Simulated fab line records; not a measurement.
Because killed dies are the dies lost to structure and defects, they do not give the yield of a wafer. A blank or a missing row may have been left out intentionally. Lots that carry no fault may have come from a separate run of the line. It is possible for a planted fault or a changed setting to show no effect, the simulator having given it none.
Comparing a struck lot with a sound one | flow sky130 | 14 out of 708 route steps
Sound: the wafers L971.1, L971.3, L971.5. Wafers struck: L986.1, L986.2, L986.3. At the end, the cause is stated.
At each step with rows: each side's tool, then ch and its chambers, then its first start. Under that, the readings that differ: sound wafers | struck wafers | difference of the means | sigmas: that difference in standard deviations of wafers without a fault.
alike: readings with means less than 2 such deviations apart, plus words and numbers identical on both sides. not compared: withheld readings, readings lacking a value on some wafer, bounds such as >300 that could conceal the same value, and numbers that have no deviation in the record and whose values overlap.
Wherever a step has rows on one side only, a row that says differs or no value, or a row with sigmas, the two part there. When numbers do not overlap yet have no deviation, they are printed without sigmas and do not part them. A reading that every wafer of one side lacks parts them only if that side has two wafers or more.

SKY_VIA2_CD_MEAS_12: the cd target is 200 nm.
  struck on cd sem-01, day 41 18:02; sound on cd sem-01, day 37 03:49
  alike: cd nm
SKY_VIA2_OVL_MEAS_13:
  struck on overlay-01, day 41 18:09; sound on overlay-02, day 37 03:56
  alike: VIA2_OVL
SKY_VIA2_ETCH_14: etches BARC in N2/H2, stops on SiO2, time 45.9 s, target depth 60 nm.
  sound on rie diel-01 ch 1,2,3, day 37 03:58; struck on rie diel-02 ch 0,1,3, day 41 18:11
  alike: bias w, chamber pressure mTorr, drypump motor current A, oes product au, throttle valve pct
  not compared: rf hours counter h
SKY_VIA2_ETCH_15: etches SiO2 in C4F8/O2/Ar, stops on TiN, target depth 546 nm, time 84 s.
  sound on rie diel-01 ch 1,2,3, day 37 04:00; struck on rie diel-02 ch 0,1,3, day 41 18:14
  alike: bias w, chamber pressure mTorr, oes product au
SKY_VIA2_STRIP_16: strips in O2/N2.
  sound on plasma asher-01 ch 0,1, day 37 04:04; struck on plasma asher-03 ch 0,1, day 41 18:17
  alike: chamber pressure mTorr, drypump motor current A, oes product au, strip time to endpoint s
  not compared: rf hours counter h
then, 3 steps without rows for these wafers: SKY_VIA2_STRIP_17 (strips in post etch residue remover, time 1200 s); SKY_VIA2_CLEAN_18 (cleans in IPA, time 180 s); SKY_VIA2_CLEAN_19 (cleans in O3/DIW).
SKY_VIA2_SPUTTER_20: material TiN, target thk 20 nm, time 80 s.
  struck on pvd sputter-01, day 41 18:53; sound on pvd sputter-04, day 37 04:40
  alike: throttle valve pct
SKY_VIA2_CVD_21: deposits W, target thk 420 nm, time 126.4 s.
  sound on cvd w-02 ch 0,1, day 37 04:44; struck on cvd w-01 ch 0,1, day 41 18:56
  alike: heater power outer w, heater power w
SKY_VIA2_RS_MEAS_22: uses a four-point probe to measure.
  struck on film metro-01, day 41 19:04; sound on film metro-01, day 37 04:52
  alike: VIA2_W_RS
SKY_VIA2_THK_MEAS_23: measures by xrf.
  struck on film metro-01, day 41 19:11; sound on film metro-01, day 37 04:59
  alike: VIA2_W_THK
SKY_VIA2_CMP_24: polishes, stops on SiO2, t overpolish 20 s, target thk 0 nm.
  sound on cmp-01 ch 0,2,3, day 37 05:08; struck on cmp-01 ch 1,2,3, day 41 19:18
  reading                | sound                | struck            | difference | sigmas
  overpolish run s (s)   | 20.002 20.000 20.014 | 0.038 0.050 0.030 | -19.966    | -99 or more
  time to endpoint s (s) | 98 104 105           | 158 155 154       | +53        | +10
  alike: motor current A
-- the record jumps here: 8 days lie between the struck wafers' starts before and after (it left off in module VIA2 and takes up again in module PAD_OPEN, whose first step shown is number 708 of the route) --
SKY_PAD_OPEN_PROBE_99:
  struck on prober-01, day 49 22:34; sound on prober-01, day 46 11:15
  reading                  | sound          | struck         | difference | sigmas
  defect limited yield (%) | 79.5 85.4 84.3 | 0 0 0          | -83        | -42
  killed_at_M0_to_M3       | 42 39 40       | 441 456 466    | +414       | +56
  killed dies              | 101 72 77      | 492 492 492    | +409       | +41
  killed on rim            | 24 18 18       | 96 96 96       | +76        | +20
  sort_bin_3_pad_short (%) | 1.2 1.0 0.6    | 84.1 85.0 87.2 | +84.5      | +99 or more
  sort n pass              | 391 420 415    | 0 0 0          | -409       | -41
  sort yield pct (%)       | 79.5 85.4 84.3 | 0 0 0          | -83        | -42
  alike: killed_at_M4_up, killed at contacts, killed at front end, killed at other, killed open, killed short, sort_bin_5_function, sort_bin_6_memory

== WHERE THEY PART ==
First at SKY_VIA2_CMP_24; last, within this record, at SKY_PAD_OPEN_PROBE_99.

WHY: whatever the simulator had introduced
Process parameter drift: cmp-01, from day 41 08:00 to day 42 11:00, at SKY_VIA2_CMP_24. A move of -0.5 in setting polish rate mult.
